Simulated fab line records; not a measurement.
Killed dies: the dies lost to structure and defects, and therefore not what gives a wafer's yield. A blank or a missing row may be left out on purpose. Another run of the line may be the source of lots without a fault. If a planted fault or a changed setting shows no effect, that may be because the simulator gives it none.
fab line records | flow sky130
record lots=6 wafers=18 last-day=50
route steps=708 shown SONOS_TUNNEL@156 SONOS_ONO@168 PAD_OPEN@708
lots that met no fault: from a run of the same line without faults
start-h: hours from the record's opening day to when the first of the lot's shown wafers began | wait-h: hours from the lot's prior step to this one | " identical to the entry in the row above | L1.1+2: one row covering several wafers at once | - value missing, or start not given | * or withheld: withheld | < > ~ a bound
route shown NAME@n: NAME is a module with steps in the file, n the number in the route of the first one | usual: the fault-free wafers' mean and standard deviation | same: alike in all rows | chamber/n: place in a boat | sites: the reading at each site | _std_site: the values' standard deviation | _edge_site: mean of outer sites minus mean of inner sites | radius-mm: how far each site lies from the wafer's centre | mask NAME#n: copy n | behind: the last tool/chamber to shape the wafer | hold: what put the lot on hold/how long, in hours/how the hold closed | device: transistor that didn't switch, given as n, p or np | end of line: the tests these same wafers got at the end of their route | a step given without rows: its recipe and nothing more | killed: at the first sort, the dies lost to defects and structure; wafer yield is something else | map: a wafer's dies, marking killed ones x, the rest . and places with no die _
set.NAME: the setting as run; set.NAME@STEP: as run at that earlier step | model.NAME: the simulator's own value behind a step, which no gauge read
lots at selected steps of the route; one table per step, one row per wafer
services: when a tool's chamber went out of use (start-h, in hours from the record's first day, below 0 if earlier), for how many hours, and the reason
## steps
# step SKY_SONOS_TUNNEL_COAT_02
# recipe resist=NOVOLAK spin-rpm=3000 resist-thk-nm=1140
# step SKY_SONOS_TUNNEL_SOFTBAKE_03
# recipe temp-c=90 time-s=60 resist=NOVOLAK
# step SKY_SONOS_TUNNEL_EXPOSE_04
# recipe mask-id=TUNM na=0.6 source-shape=conventional sigma-outer=0.6 polarization=unpolarized target-cd-nm=410 dose-mj=136
# step SKY_SONOS_TUNNEL_PEB_05
# recipe temp-c=withheld time-s=* resist=NOVOLAK
# step SKY_SONOS_TUNNEL_DEVELOP_06
# recipe resist=NOVOLAK developer=TMAH develop-time-s=60 dev-temp-c=23.38
# step SKY_SONOS_TUNNEL_CD_MEAS_07
# recipe target-cd-nm=410
# usual cd-nm=410.1/2.2
# columns lot.wafer tool chamber start-h wait-h cd-nm
L340.2 cd-sem-02 - 262.61 0.1 412.0
L340.4 " - " " 411.7
L340.6 " - " " 410.6
L344.1 cd-sem-01 - 293.90 0.1 411.7
L344.3 " - " " 409.8
L344.5 " - " " 408.1
L349.2 cd-sem-01 - 336.61 0.1 412.9
L349.5 " - " " 411.8
L349.6 " - " " 412.9
L351.1 cd-sem-02 - 359.05 0.1 412.2
L351.3 " - " " 412.5
L351.4 " - " " 411.0
L358.2 cd-sem-02 - 402.75 0.1 407.1
L358.5 " - " " 407.9
L358.6 " - " " 406.1
L360.3 cd-sem-01 - 426.09 0.1 408.1
L360.4 " - " " 409.9
L360.5 " - " " 409.9
# step SKY_SONOS_TUNNEL_OVL_MEAS_08
# usual SONOS_TUNNEL_OVL=0.1/1.3
# columns lot.wafer tool chamber start-h wait-h SONOS_TUNNEL_OVL[nm]
L340.2 overlay-02 - 262.71 0.1 -0.8
L340.4 " - " " -1.3
L340.6 " - " " -1.9
L344.1 overlay-02 - 294.02 0.1 0.9
L344.3 " - " " -0.6
L344.5 " - " " 0.6
L349.2 overlay-02 - 336.71 0.1 -0.7
L349.5 " - " " -0.5
L349.6 " - " " -1.6
L351.1 overlay-02 - 359.17 0.1 -0.9
L351.3 " - " " -1.2
L351.4 " - " " -0.1
L358.2 overlay-01 - 402.86 0.1 0.3
L358.5 " - " " 1.6
L358.6 " - " " 0.9
L360.3 overlay-02 - 426.18 0.1 -1.4
L360.4 " - " " -3.5
L360.5 " - " " -3.0
# step SKY_SONOS_TUNNEL_IMPLANT_09
# recipe species=B energy-kev=20 dose-cm2=1e+12 tilt-deg=withheld
# step SKY_SONOS_TUNNEL_WET_ETCH_10
# recipe chemistry=dHF target-depth-nm=14 target=SiO2 dilution=100:1 temp-c=25 time-s=280
# step SKY_SONOS_TUNNEL_STRIP_11
# recipe chemistry=SPM time-s=600 temp-c=130
# step SKY_SONOS_TUNNEL_TW_MEAS_12
# usual SONOS_TUNNEL_TW=195.0/2.1
# columns lot.wafer tool chamber start-h wait-h SONOS_TUNNEL_TW
L340.2 film-metro-02 - 263.17 0.0 195.5
L340.4 " - " " 196.4
L340.6 " - " " 195.3
L344.1 film-metro-01 - 294.48 0.0 196.5
L344.3 " - " " 197.7
L344.5 " - " " 198.1
L349.2 film-metro-01 - 337.17 0.0 196.2
L349.5 " - " " 195.9
L349.6 " - " " 196.6
L351.1 film-metro-02 - 359.63 0.0 195.6
L351.3 " - " " 196.3
L351.4 " - " " 196.3
L358.2 film-metro-04 - 403.32 0.0 193.0
L358.5 " - " " 193.2
L358.6 " - " " 192.6
L360.3 film-metro-04 - 426.68 0.0 193.7
L360.4 " - " " 194.3
L360.5 " - " " 193.1
# step SKY_SONOS_TUNNEL_CLEAN_13
# recipe chemistry=dHF time-s=20 dilution=100:1 dry=ipa-marangoni
# step SKY_SONOS_ONO_OXIDATION_00
# recipe temp-c=800 ambient=O2 idle-temp-c=700 ramp-up-c-per-min=10 ramp-down-c-per-min=3 stabilise-s=600 purge-s=300 target-thk-a=26 ox-time-s=1249
# usual spike-tc-bottom-C=819.5/2.3 spike-tc-centre-C=801.3/1.1 spike-tc-lower-C=800.7/1 spike-tc-top-C=814.9/1.4 spike-tc-upper-C=799.6/1.2 zone-power-centre-pct=14.75/0.2 zone-power-lower-pct=14.66/0.16
# columns lot.wafer tool chamber start-h wait-h spike-tc-bottom-C spike-tc-centre-C spike-tc-lower-C spike-tc-top-C spike-tc-upper-C zone-power-centre-pct zone-power-lower-pct model.SiO2_of_SONOS_ONO_OXIDATION_00.thk-nm
L340.2 furnace-01 0 264.59 1.4 822.8 802.5 800.5 815.6 800.2 14.75 15.02 2.679
L340.4 " 0 " " 820.6 802.0 800.9 814.3 800.5 15.16 14.79 2.645
L340.6 " 0 " " 823.1 800.5 801.2 814.6 800.3 14.69 14.62 2.606
L344.1 furnace-02 0 294.56 0.0 816.3 799.6 802.0 813.4 799.3 14.87 14.93 2.632
L344.3 " 0 " " 816.9 800.8 799.1 813.5 801.0 14.34 14.67 2.659
L344.5 " 0 " " 816.5 800.4 799.2 814.1 800.6 14.31 14.42 2.627
L349.2 furnace-01 0 338.20 1.0 831.7 811.7 810.1 826.6 810.4 15.29 15.20 2.966
L349.5 " 0 " " 831.7 812.6 809.8 826.3 809.8 15.29 14.98 2.959
L349.6 " 0 " " 830.7 812.2 811.5 824.7 811.7 15.43 15.16 2.958
L351.1 furnace-01 0 359.71 0.0 831.7 812.9 809.6 825.4 810.1 15.45 15.28 3.121
L351.3 " 0 " " 833.7 812.3 811.0 824.4 810.5 15.18 15.33 3.045
L351.4 " 0 " " 831.8 811.1 810.8 825.2 809.7 15.45 15.21 3.075
L358.2 furnace-02 0 403.79 0.4 816.3 803.1 801.9 812.3 797.3 15.01 14.41 2.581
L358.5 " 0 " " 815.6 800.0 802.0 812.8 799.1 14.62 14.79 2.586
L358.6 " 0 " " 817.9 801.2 800.0 815.9 798.0 14.61 14.84 2.619
L360.3 furnace-02 0 428.64 1.9 816.5 800.6 800.1 815.4 798.9 14.84 14.59 2.598
L360.4 " 0 " " 817.9 802.8 802.2 812.8 799.8 14.67 14.43 2.635
L360.5 " 0 " " 817.8 800.6 801.6 811.9 798.9 14.74 14.59 2.591
# step SKY_SONOS_ONO_THK_MEAS_01
# recipe reads=SiO2_of_SONOS_ONO_OXIDATION_00
# usual SONOS_ONO_OXIDATION_THK=2.60/0.062
# columns lot.wafer tool chamber start-h wait-h SONOS_ONO_OXIDATION_THK[nm]
L340.2 film-metro-04 - 265.95 0.0 2.69
L340.4 " - " " 2.64
L340.6 " - " " 2.64
L344.1 film-metro-04 - 295.91 0.0 2.58
L344.3 " - " " 2.65
L344.5 " - " " 2.59
L349.2 film-metro-04 - 339.55 0.0 2.93
L349.5 " - " " 2.90
L349.6 " - " " 2.90
L351.1 film-metro-04 - 361.06 0.0 3.13
L351.3 " - " " 3.03
L351.4 " - " " 3.12
L358.2 film-metro-03 - 405.15 0.0 2.59
L358.5 " - " " 2.62
L358.6 " - " " 2.64
L360.3 film-metro-04 - 430.01 0.0 2.61
L360.4 " - " " 2.68
L360.5 " - " " 2.55
# step SKY_SONOS_ONO_CVD_02
# recipe material=Si3N4 precursor=DCS/NH3 target-thk-nm=10.5 temp-c=770 time-s=180 pressure-mtorr=250
# step SKY_PAD_OPEN_PROBE_99
# usual killed_at_M0_to_M3=43/6.5 killed_at_M4_up=3.1/1.8 killed-at-contacts=24/4.8 killed-at-front-end=15/4.7 killed-at-other=0.3/0.58 killed-dies=86/8.6 killed-open=47/6.7 killed-short=39/6.1
# same gross-dies=492 killed-at-back-side=0
# columns lot.wafer tool chamber start-h wait-h killed_at_M0_to_M3 killed_at_M4_up killed-at-contacts killed-at-front-end killed-at-other killed-dies killed-open killed-short model.etest.sonos-erased.drive-ua-um model.etest.cap-ono.gate-log10-a-cm2 model.etest.sonos-erased.vt-v model.etest.cap-ono.tox-acc-nm model.etest.sonos-programmed.vt-v model.etest.sonos-baked.vt-less-v
L340.2 prober-01 - 1078.45 0.1 40 1 23 23 1 88 47 41 186.6 -8.274 -2.181 13.12 1.371 -0.475
L340.4 prober-01 - 1078.55 0.2 50 2 25 15 1 93 48 45 165.6 -8.288 -2.142 13.12 1.325 -0.4829
L340.6 prober-01 - 1078.65 0.2 43 2 27 16 0 88 50 38 206.7 -8.151 -2.236 13.1 1.397 -0.4415
L344.1 prober-01 - 1110.28 0.1 36 5 16 13 0 70 38 32 161.6 -8.292 -2.172 13.05 1.383 -0.4928
L344.3 prober-01 - 1110.38 0.2 44 8 22 12 0 86 52 34 167.3 -8.329 -2.151 13.15 1.314 -0.3976
L344.5 prober-01 - 1110.48 0.2 39 1 19 27 0 86 48 38 203.3 -8.057 -2.273 12.98 1.425 -0.5112
L349.2 prober-01 - 1137.48 0.1 43 3 15 26 1 88 48 40 153.2 -8.046 -2.053 12.97 1.518 -0.428
L349.5 prober-01 - 1137.63 0.2 38 1 23 20 1 83 45 38 160.7 -7.965 -2.075 12.9 1.52 -0.451
L349.6 prober-01 - 1137.68 0.2 47 0 22 13 0 82 51 31 150.2 -8.101 -2.041 12.99 1.48 -0.4198
L351.1 prober-02 - 1157.07 0.1 31 2 22 22 0 77 41 36 100.4 -8.639 -1.594 13.45 1.315 -0.3844
L351.3 prober-02 - 1157.17 0.2 46 2 36 20 2 106 64 42 129.3 -8.45 -1.801 13.28 1.361 -0.3759
L351.4 prober-02 - 1157.22 0.2 43 5 29 20 0 97 45 52 155.5 -8.569 -1.778 13.33 1.29 -0.3312
L358.2 prober-02 - 1183.77 0.1 44 7 36 11 1 99 61 38 187 -7.686 -2.365 12.63 1.563 -0.5378
L358.5 prober-02 - 1183.92 0.2 40 5 16 9 0 70 37 33 204.4 -7.66 -2.374 12.62 1.626 -0.579
L358.6 prober-02 - 1183.97 0.2 52 2 22 11 0 87 46 41 183.9 -7.708 -2.342 12.67 1.582 -0.526
L360.3 prober-02 - 1194.06 0.2 38 5 24 8 1 76 36 40 159.9 -8.143 -2.187 13.08 1.39 -0.5093
L360.4 prober-02 - 1194.11 0.2 47 5 21 9 2 84 48 36 181.3 -8.301 -2.191 13.11 1.359 -0.4352
L360.5 prober-02 - 1194.16 0.2 41 8 23 11 0 83 38 45 192.7 -8.131 -2.24 13.03 1.425 -0.508
# killed by level:class
L340.2 CONTACT:geometric-particle:open=10 FIELD_ISO:geometric-particle:open=8 VIA1:geometric-particle:open=7 POLY_GATE:geometric-particle:short=6 METAL1:geometric-particle:short=6 VIA3:geometric-particle:open=6 FIELD_ISO:geometric-particle:short=5 LI_CONTACT:geometric-particle:open=5
L340.4 VIA1:geometric-particle:open=14 LI_CONTACT:geometric-particle:open=10 CONTACT:geometric-particle:open=9 VIA1:geometric-particle:short=8 POLY_GATE:geometric-particle:short=6 METAL1:geometric-particle:short=6 VIA2:geometric-particle:open=6 FIELD_ISO:geometric-particle:short=5
L340.6 CONTACT:geometric-particle:open=11 VIA1:geometric-particle:open=11 VIA2:geometric-particle:open=7 CONTACT:geometric-particle:short=6 VIA3:geometric-particle:open=6 POLY_GATE:geometric-particle:open=5 LI_CONTACT:geometric-particle:short=4 LOCAL_INTERCONNECT:geometric-particle:short=4
L344.1 METAL1:geometric-particle:short=7 VIA1:geometric-particle:open=7 VIA2:geometric-particle:open=7 VIA3:geometric-particle:open=7 CONTACT:geometric-particle:open=5 FIELD_ISO:geometric-particle:short=4 CONTACT:geometric-particle:short=4 FIELD_ISO:geometric-particle:open=3
L344.3 LI_CONTACT:geometric-particle:open=9 VIA1:geometric-particle:open=8 VIA3:geometric-particle:open=7 VIA2:geometric-particle:open=6 FIELD_ISO:geometric-particle:open=5 FIELD_ISO:geometric-particle:short=4 METAL2:geometric-particle:open=4 METAL4:geometric-particle:short=4
L344.5 FIELD_ISO:geometric-particle:open=11 VIA1:geometric-particle:open=8 CONTACT:geometric-particle:open=7 METAL2:geometric-particle:short=6 FIELD_ISO:geometric-particle:short=6 LI_CONTACT:geometric-particle:open=6 VIA1:geometric-particle:short=5 VIA2:geometric-particle:open=5
L349.2 VIA1:geometric-particle:open=9 FIELD_ISO:geometric-particle:short=8 VIA2:geometric-particle:open=7 CONTACT:geometric-particle:open=6 METAL3:geometric-particle:short=6 VIA1:geometric-particle:short=5 VIA3:geometric-particle:open=5 FIELD_ISO:geometric-particle:open=4
L349.5 VIA1:geometric-particle:open=13 CONTACT:geometric-particle:open=8 LI_CONTACT:geometric-particle:open=5 LOCAL_INTERCONNECT:geometric-particle:short=5 METAL2:geometric-particle:short=5 FIELD_ISO:geometric-particle:short=4 FIELD_ISO:geometric-particle:open=4 POLY_GATE:geometric-particle:short=4
L349.6 CONTACT:geometric-particle:open=10 VIA1:geometric-particle:open=10 VIA2:geometric-particle:open=8 LI_CONTACT:geometric-particle:open=6 METAL1:geometric-particle:short=6 METAL2:geometric-particle:short=6 VIA3:geometric-particle:open=6 VIA1:geometric-particle:short=5
L351.1 LI_CONTACT:geometric-particle:open=11 POLY_GATE:geometric-particle:short=9 METAL1:geometric-particle:short=7 VIA2:geometric-particle:open=7 CONTACT:geometric-particle:open=7 FIELD_ISO:geometric-particle:short=6 VIA1:geometric-particle:open=6 FIELD_ISO:geometric-particle:open=3
L351.3 VIA1:geometric-particle:open=18 LI_CONTACT:geometric-particle:open=11 CONTACT:geometric-particle:open=10 VIA2:geometric-particle:open=7 POLY_GATE:geometric-particle:open=5 METAL2:geometric-particle:short=5 CONTACT:geometric-particle:short=5 METAL1:geometric-particle:short=5
L351.4 CONTACT:geometric-particle:open=9 METAL1:geometric-particle:short=8 LOCAL_INTERCONNECT:geometric-particle:short=6 VIA1:geometric-particle:open=6 METAL2:geometric-particle:short=6 POLY_GATE:geometric-particle:short=5 VIA2:geometric-particle:short=5 VIA2:geometric-particle:open=5
L358.2 VIA2:geometric-particle:open=14 LI_CONTACT:geometric-particle:open=11 CONTACT:geometric-particle:open=10 CONTACT:geometric-particle:short=7 METAL1:geometric-particle:short=6 VIA1:geometric-particle:open=6 VIA3:geometric-particle:open=5 FIELD_ISO:geometric-particle:open=4
L358.5 METAL1:geometric-particle:short=12 VIA1:geometric-particle:open=8 FIELD_ISO:geometric-particle:open=5 CONTACT:geometric-particle:open=5 LOCAL_INTERCONNECT:geometric-particle:short=4 VIA2:geometric-particle:open=4 METAL4:geometric-particle:short=4 LI_CONTACT:geometric-particle:open=3
L358.6 VIA1:geometric-particle:open=12 CONTACT:geometric-particle:open=8 METAL3:geometric-particle:short=6 VIA3:geometric-particle:open=6 LI_CONTACT:geometric-particle:open=5 VIA2:geometric-particle:open=5 CONTACT:geometric-particle:short=4 METAL2:geometric-particle:short=4
L360.3 CONTACT:geometric-particle:open=7 VIA1:geometric-particle:open=7 METAL1:geometric-particle:short=7 LI_CONTACT:geometric-particle:short=5 LI_CONTACT:geometric-particle:open=5 METAL1:geometric-particle:open=4 VIA1:geometric-particle:short=4 CONTACT:geometric-particle:short=4
L360.4 VIA2:geometric-particle:open=17 LI_CONTACT:geometric-particle:open=7 VIA1:geometric-particle:open=7 METAL2:geometric-particle:short=6 VIA3:geometric-particle:open=5 VIA2:geometric-particle:short=5 METAL4:geometric-particle:short=5 POLY_GATE:geometric-particle:short=4
L360.5 CONTACT:geometric-particle:open=11 METAL1:geometric-particle:short=8 METAL4:geometric-particle:short=8 VIA2:geometric-particle:open=7 VIA1:geometric-particle:open=6 VIA1:geometric-particle:short=5 METAL2:geometric-particle:short=5 POLY_GATE:geometric-particle:short=4
## services
# columns tool chamber start-h hours kind
furnace-01 - 312.77 3.1 pm
furnace-02 - 362.81 3.2 pm
furnace-02 - 365.90 5.5 repair
furnace-02 - 374.39 3.4 pm
furnace-01 - 379.52 3.5 pm
## key
first-sign step=SKY_SONOS_ONO_OXIDATION_00 reading=spike-tc-centre-C direction=up sigmas=10 usual=801.3 struck=812.1
effect step=SKY_SONOS_ONO_OXIDATION_00 reading=spike-tc-lower-C direction=up sigmas=9.7 usual=800.7 struck=810.5
effect step=SKY_SONOS_ONO_THK_MEAS_01 reading=SONOS_ONO_OXIDATION_THK direction=up sigmas=6.5 usual=2.60 struck=3.00
model-effect step=SKY_SONOS_ONO_OXIDATION_00 value=SiO2_of_SONOS_ONO_OXIDATION_00.thk-nm without=2.61 struck=3.021
model-effect step=SKY_PAD_OPEN_PROBE_99 value=etest.sonos-erased.drive-ua-um without=183.7 struck=141.6
met-at SKY_SONOS_ONO_OXIDATION_00
struck-wafers L349.2,L349.5,L349.6,L351.1,L351.3,L351.4
tester-left-out L349,L351
onset-between 264.59 338.20
fault kind=process-parameter-drift tool=furnace-01 chamber=- onset-h=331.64 steps=SKY_SONOS_ONO_OXIDATION_00 channel=temp-c offset=* shape=step end-h=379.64 acts-in=* stated=*
# tester-left-out: of these lots the tester's yield and bins aren't shown, on N5 and GAA mostly nor the transistor test; their killed dies are dies lost to structure and defects alone, not to doping, threshold or leakage, so they don't give the yield
